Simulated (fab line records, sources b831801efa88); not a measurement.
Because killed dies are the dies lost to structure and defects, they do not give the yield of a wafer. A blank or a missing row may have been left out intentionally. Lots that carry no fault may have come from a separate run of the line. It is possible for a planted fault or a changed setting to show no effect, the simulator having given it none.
Which of the tools did it? | flow sky130 | 11 lots with 33 wafers sampled at 5 steps, on a route of 708 steps

== WHAT THE GAUGES READ, wafer by wafer ==
The record holds no reading of a measuring or inspecting step that can be judged against a usual standard deviation.

== WHAT TOOL EACH LOT RAN ON (gives the tool, then ch and the chambers of the sampled wafers, and finally the start) ==
lot  | SKY_METAL5_SPUTTER_00        | SKY_METAL5_SPUTTER_01        | SKY_METAL5_SPUTTER_04        | SKY_PASSIVATION_STRIP_12             | SKY_PAD_OPEN_PROBE_99
L144 | pvd_sputter-03, day 42 05:33 | pvd_sputter-03, day 42 05:35 | pvd_sputter-03, day 42 05:40 | plasma_asher-04 ch 0,1, day 44 03:48 | -
L145 | pvd_sputter-02, day 42 11:28 | pvd_sputter-02, day 42 11:29 | pvd_sputter-02, day 42 11:35 | plasma_asher-04 ch 0,1, day 44 08:42 | -
L146 | pvd_sputter-03, day 43 03:41 | pvd_sputter-03, day 43 03:42 | pvd_sputter-03, day 43 03:48 | plasma_asher-04 ch 0,1, day 44 22:54 | -
L147 | pvd_sputter-02, day 43 14:35 | pvd_sputter-02, day 43 14:36 | pvd_sputter-02, day 43 14:42 | plasma_asher-02 ch 0,1, day 45 09:54 | -
L151 | pvd_sputter-02, day 44 16:47 | pvd_sputter-02, day 44 16:49 | pvd_sputter-02, day 44 16:55 | plasma_asher-02 ch 0,1, day 46 10:06 | -
L156 | pvd_sputter-02, day 45 14:16 | pvd_sputter-02, day 45 14:18 | pvd_sputter-02, day 45 14:23 | plasma_asher-04 ch 0,1, day 47 07:33 | prober-02, day 48 05:07
L159 | pvd_sputter-03, day 46 13:53 | pvd_sputter-03, day 46 13:54 | pvd_sputter-03, day 46 14:00 | plasma_asher-03 ch 0,1, day 48 05:57 | -
L164 | pvd_sputter-01, day 48 14:07 | pvd_sputter-01, day 48 14:08 | pvd_sputter-01, day 48 14:14 | plasma_asher-03 ch 0,1, day 50 00:03 | -
L163 | pvd_sputter-02, day 48 15:59 | pvd_sputter-02, day 48 16:01 | pvd_sputter-02, day 48 16:07 | plasma_asher-02 ch 0,1, day 50 01:14 | -
L162 | pvd_sputter-03, day 48 17:55 | pvd_sputter-03, day 48 17:57 | pvd_sputter-03, day 48 18:02 | plasma_asher-03 ch 0,1, day 50 04:24 | -
L167 | pvd_sputter-01, day 48 21:23 | pvd_sputter-01, day 48 21:25 | pvd_sputter-01, day 48 21:31 | plasma_asher-03 ch 0,1, day 50 07:44 | -
- SKY_METAL5_SPUTTER_00: material Ti, target thk 15 nm, time 10 s.
- SKY_METAL5_SPUTTER_01: material TiN, target thk 20 nm, time 16.7 s.
- SKY_METAL5_SPUTTER_04: material TiN, target thk 70 nm, time 58.3 s.
- SKY_PASSIVATION_STRIP_12: strips in O2/N2.
- SKY_PAD_OPEN_PROBE_99

== AS READ BY THE TOOLS THEMSELVES (means over the sampled wafers that have a number; for cases with no such wafer, the mark the record gives instead) ==
SKY_METAL5_SPUTTER_00. Usual: chamber_pressure_pa 0.3998 Pa, standard deviation 0.00079; throttle_valve_pct 30.0 %, standard deviation 1.4.
lot  | tool           | chamber_pressure_pa (Pa) | throttle_valve_pct (%) | flag
L144 | pvd_sputter-03 | 0.4001                   | 30.7                   |
L145 | pvd_sputter-02 | 0.3993                   | 29.7                   |
L146 | pvd_sputter-03 | 0.3995                   | 28.0                   |
L147 | pvd_sputter-02 | 0.3991                   | 29.5                   |
L151 | pvd_sputter-02 | 0.4000                   | 30.3                   |
L156 | pvd_sputter-02 | 0.4001                   | 29.4                   |
L159 | pvd_sputter-03 | 0.4002                   | 28.1                   |
L164 | pvd_sputter-01 | 0.3999                   | 30.6                   |
L163 | pvd_sputter-02 | 0.4001                   | 29.5                   |
L162 | pvd_sputter-03 | 0.3991                   | 28.2                   |
L167 | pvd_sputter-01 | 0.4001                   | 30.7                   |

SKY_METAL5_SPUTTER_01. Usual: chamber_pressure_pa 0.4000 Pa, standard deviation 0.00083; throttle_valve_pct 29.9 %, standard deviation 1.4.
lot  | tool           | chamber_pressure_pa (Pa) | throttle_valve_pct (%) | flag
L144 | pvd_sputter-03 | 0.4000                   | 30.6                   |
L145 | pvd_sputter-02 | 0.3997                   | 29.9                   |
L146 | pvd_sputter-03 | 0.3998                   | 28.2                   |
L147 | pvd_sputter-02 | 0.4007                   | 29.4                   |
L151 | pvd_sputter-02 | 0.4003                   | 30.3                   |
L156 | pvd_sputter-02 | 0.4006                   | 29.5                   |
L159 | pvd_sputter-03 | 0.4005                   | 28.1                   |
L164 | pvd_sputter-01 | 0.3999                   | 30.5                   |
L163 | pvd_sputter-02 | 0.3995                   | 29.6                   |
L162 | pvd_sputter-03 | 0.4001                   | 28.1                   |
L167 | pvd_sputter-01 | 0.3995                   | 30.6                   |

SKY_METAL5_SPUTTER_04. Usual: chamber_pressure_pa 0.4000 Pa, standard deviation 0.00082; throttle_valve_pct 29.9 %, standard deviation 1.4.
lot  | tool           | chamber_pressure_pa (Pa) | throttle_valve_pct (%) | flag
L144 | pvd_sputter-03 | 0.3997                   | 30.6                   |
L145 | pvd_sputter-02 | 0.4002                   | 29.9                   |
L146 | pvd_sputter-03 | 0.4000                   | 28.1                   |
L147 | pvd_sputter-02 | 0.4000                   | 29.4                   |
L151 | pvd_sputter-02 | 0.4002                   | 30.1                   |
L156 | pvd_sputter-02 | 0.4001                   | 29.5                   |
L159 | pvd_sputter-03 | 0.3999                   | 28.1                   |
L164 | pvd_sputter-01 | 0.4003                   | 30.6                   |
L163 | pvd_sputter-02 | 0.4009                   | 29.5                   |
L162 | pvd_sputter-03 | 0.3999                   | 28.2                   |
L167 | pvd_sputter-01 | 0.3998                   | 30.6                   |

SKY_PASSIVATION_STRIP_12. Usual: drypump_motor_current_A 5.9 A, standard deviation 0.36; n2_flow_sccm 300.1 sccm, standard deviation 0.95; oes_product_au 0.661 a.u., standard deviation 0.0043; strip_time_to_endpoint_s 31.50 s, standard deviation 0.1.
lot  | tool            | drypump_motor_current_A (A) | n2_flow_sccm (sccm) | oes_product_au (a.u.) | strip_time_to_endpoint_s (s) | flag
L144 | plasma_asher-04 | 6.1                         | 300.4               | 0.661                 | 31.52                        |
L145 | plasma_asher-04 | 5.9                         | 299.5               | 0.659                 | 31.40                        |
L146 | plasma_asher-04 | 6.1                         | 300.4               | 0.658                 | 31.57                        |
L147 | plasma_asher-02 | 5.9                         | 299.0               | 0.664                 | 31.63                        |
L151 | plasma_asher-02 | 5.8                         | 300.7               | 0.654                 | 31.44                        |
L156 | plasma_asher-04 | 6.1                         | 301.0               | 0.659                 | 31.54                        |
L159 | plasma_asher-03 | 5.4                         | 301.2               | 0.663                 | 31.59                        |
L164 | plasma_asher-03 | 5.7                         | 299.7               | 0.658                 | 31.54                        |
L163 | plasma_asher-02 | 5.9                         | 300.4               | 0.664                 | 31.39                        |
L162 | plasma_asher-03 | 5.7                         | 300.9               | 0.663                 | 31.44                        |
L167 | plasma_asher-03 | 5.7                         | 300.5               | 0.662                 | 31.48                        |

SKY_PAD_OPEN_PROBE_99. Usual: defect_limited_yield 82.6 %, standard deviation 2; killed_at_M0_to_M3 43, standard deviation 7.3; killed_at_M4_up 3.1, standard deviation 1.7; killed_at_contacts 24, standard deviation 4.7; killed_at_front_end 15, standard deviation 4.6; killed_at_other 0.3, standard deviation 0.55; killed_dies 86, standard deviation 9.7; killed_open 47, standard deviation 6.7; killed_short 39, standard deviation 6.5; sort_bin_3_pad_short 0.9 %, standard deviation 0.41; sort_bin_5_function 10.3 %, standard deviation 1.5; sort_bin_6_memory 6.2 %, standard deviation 1.1; sort_n_pass 406, standard deviation 9.7; sort_yield_pct 82.6 %, standard deviation 2.
lot  | tool      | defect_limited_yield (%) | killed_at_M0_to_M3 | killed_at_M4_up | killed_at_contacts | killed_at_front_end | killed_at_other | killed_dies | killed_open | killed_short | sort_bin_3_pad_short (%) | sort_bin_5_function (%) | sort_bin_6_memory (%) | sort_n_pass | sort_yield_pct (%) | flag
L156 | prober-02 | 79.7                     | 46                 | 21.3            | 22                 | 11                  | 0.0             | 100         | 43          | 37           | 1.7                      | 12.8                    | 5.8                   | 392         | 79.7               | OFF

== THE ANSWER, worked out from the rows above alone ==
Rule: take the mean of a lot's wafers that have a number; if it is more than 3 standard deviations from the usual mean, the lot is off. Also off: a lot with no number at a reading for which 4 or more lots have one. The other lots that the step has rows for count as sound. After the gauges, taken in route order, come the tools' own readings; for these a lot's mean is taken, as printed above. At the first step where some lot is off, the reading lying furthest off is the one used; lots without a number count as furthest.
Off, at SKY_PAD_OPEN_PROBE_99 on killed_at_M4_up: L156. Neither off nor sound, because the step has no rows for them: L144, L145, L146, L147, L151, L159, L164, L163, L162, L167.
A tool fits if, at that step or a process step before it, it ran every lot that is off, and no sound lot after the first of them. Can't be told from this: 3 tools fit, pvd_sputter-02 at SKY_METAL5_SPUTTER_00 and SKY_METAL5_SPUTTER_01 and SKY_METAL5_SPUTTER_04, plasma_asher-04 at SKY_PASSIVATION_STRIP_12, prober-02 at SKY_PAD_OPEN_PROBE_99.

== WHAT HAD BEEN PUT IN BY THE SIMULATOR ==
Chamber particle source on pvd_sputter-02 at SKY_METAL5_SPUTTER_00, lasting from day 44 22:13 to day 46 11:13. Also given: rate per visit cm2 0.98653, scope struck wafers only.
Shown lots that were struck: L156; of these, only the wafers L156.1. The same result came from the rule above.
